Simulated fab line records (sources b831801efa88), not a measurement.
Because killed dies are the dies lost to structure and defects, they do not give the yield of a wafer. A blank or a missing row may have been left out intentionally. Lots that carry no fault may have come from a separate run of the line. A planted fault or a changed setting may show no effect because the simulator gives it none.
A lot that was struck, set against a sound lot / flow sfqLine / 13 steps out of a route of 325
Sound: these wafers, L557.2, L557.5, L557.6. Struck: wafer L574.1 (L574.5, L574.6, from the same lot, were not struck and are left out); the cause is given at the end.
Per side, at each step with rows, come the tool, then ch with its chambers, and then its first start. Under that, the readings that differ: sound wafers / struck wafers / difference of the means / sigmas: that difference in standard deviations of wafers without a fault.
alike: a reading whose means differ by less than 2 such deviations, as well as words and numbers matching on both sides. not compared: withheld readings; readings where some wafer has no value; bounds like >300 that might hide an equal value; numbers whose values overlap and for which the record gives no deviation.
A row with sigmas, a row that says differs or no value, or rows on one side alone: a step with any of these is where the two part. Numbers that have no deviation but don't overlap get no sigmas and don't part them. A reading missing from all wafers of one side parts the sides only when that side holds two or more wafers.

first, 1 step without rows for these wafers: SFQ_TRILAYER_M1_DEP_PRE_CLEAN_038 (time 22.5 s).
SFQ_TRILAYER_M1_DEP_SPUTTER_037: material Nb, target thk 200 nm, time 133.3 s.
  sound on pvdSputter-04, day 15 03:45; struck on pvdSputter-04, day 23 20:29
  alike: throttleValvePct
SFQ_M1_RS_MEAS_909: a four-point-probe measurement.
  sound on filmMetro-01, day 15 03:52; struck on filmMetro-04, day 23 20:34
reading=M1_NB_RS (ohm/sq); sound=0.894 0.894 0.888; struck=0.874; difference=-0.018; sigmas=-2
then, 6 steps without rows for these wafers: SFQ_TRILAYER_M1_LITHO_COAT_044 (resist thk 62 nm); SFQ_TRILAYER_M1_LITHO_COAT_039 (resist thk 600 nm); SFQ_TRILAYER_M1_LITHO_SOFTBAKE_043; SFQ_TRILAYER_M1_LITHO_EXPOSE_040 (exposes mask M1, target cd 500 nm); SFQ_TRILAYER_M1_LITHO_PEB_042 (peb time 60 s); SFQ_TRILAYER_M1_LITHO_DEVELOP_041 (time 60 s).
-- the record jumps here: 3 days lie between the struck wafers' starts before and after --
SFQ_M1_OVL_MEAS_911:
  sound on overlay-01, day 21 08:02; struck on overlay-02, day 27 04:40
  alike: M1_OVL
SFQ_TRILAYER_M1_BARC_OPEN_METAL_ETCH_054: etches BARC in O2, target depth 125 nm, time 41.7 s.
  sound on rieMetal-03 ch 0,1, day 21 08:04; struck on rieMetal-04 ch 0, day 27 04:43
  alike: drypumpMotorCurrentA, oesProductAu
  not compared: rfHoursCounterH
SFQ_TRILAYER_M1_ETCH_METAL_ETCH_042: etches Nb in Cl2/Ar, stops on SiO2, target depth 240 nm, time 120 s.
  sound on rieMetal-03 ch 0,1, day 21 08:07; struck on rieMetal-04 ch 0, day 27 04:46
reading=model.KrF_of_TRILAYER_M1_LITHO_COAT_039.thkNm (nm); sound=384.5 379.9 381.7; struck=306.8; difference=-75.2; sigmas=
reading=model.M1.featureDepthNm (nm); sound=199 199.5 200.3; struck=215.7; difference=+16.1; sigmas=
reading=model.SiO2_of_TRILAYER_I0_DEP_PECVD_027.thkNm (nm); sound=192.5 193.4 193.2; struck=181.3; difference=-11.7; sigmas=
  alike: drypumpMotorCurrentA, oesProductAu
  not compared: rfHoursCounterH
SFQ_TRILAYER_M1_STRIP_STRIP_043: strips in O2.
  sound on rieMetal-03 ch 0,1, day 21 08:14; struck on rieMetal-04 ch 0, day 27 04:53
  alike: drypumpMotorCurrentA, oesProductAu
  not compared: rfHoursCounterH

## WHERE THEY PART
Only at SFQ_M1_RS_MEAS_909, within this record. Later steps at which nothing parts them and some readings are alike: SFQ_M1_OVL_MEAS_911, SFQ_TRILAYER_M1_BARC_OPEN_METAL_ETCH_054, SFQ_TRILAYER_M1_ETCH_METAL_ETCH_042, SFQ_TRILAYER_M1_STRIP_STRIP_043.

WHY: the cause the simulator had injected
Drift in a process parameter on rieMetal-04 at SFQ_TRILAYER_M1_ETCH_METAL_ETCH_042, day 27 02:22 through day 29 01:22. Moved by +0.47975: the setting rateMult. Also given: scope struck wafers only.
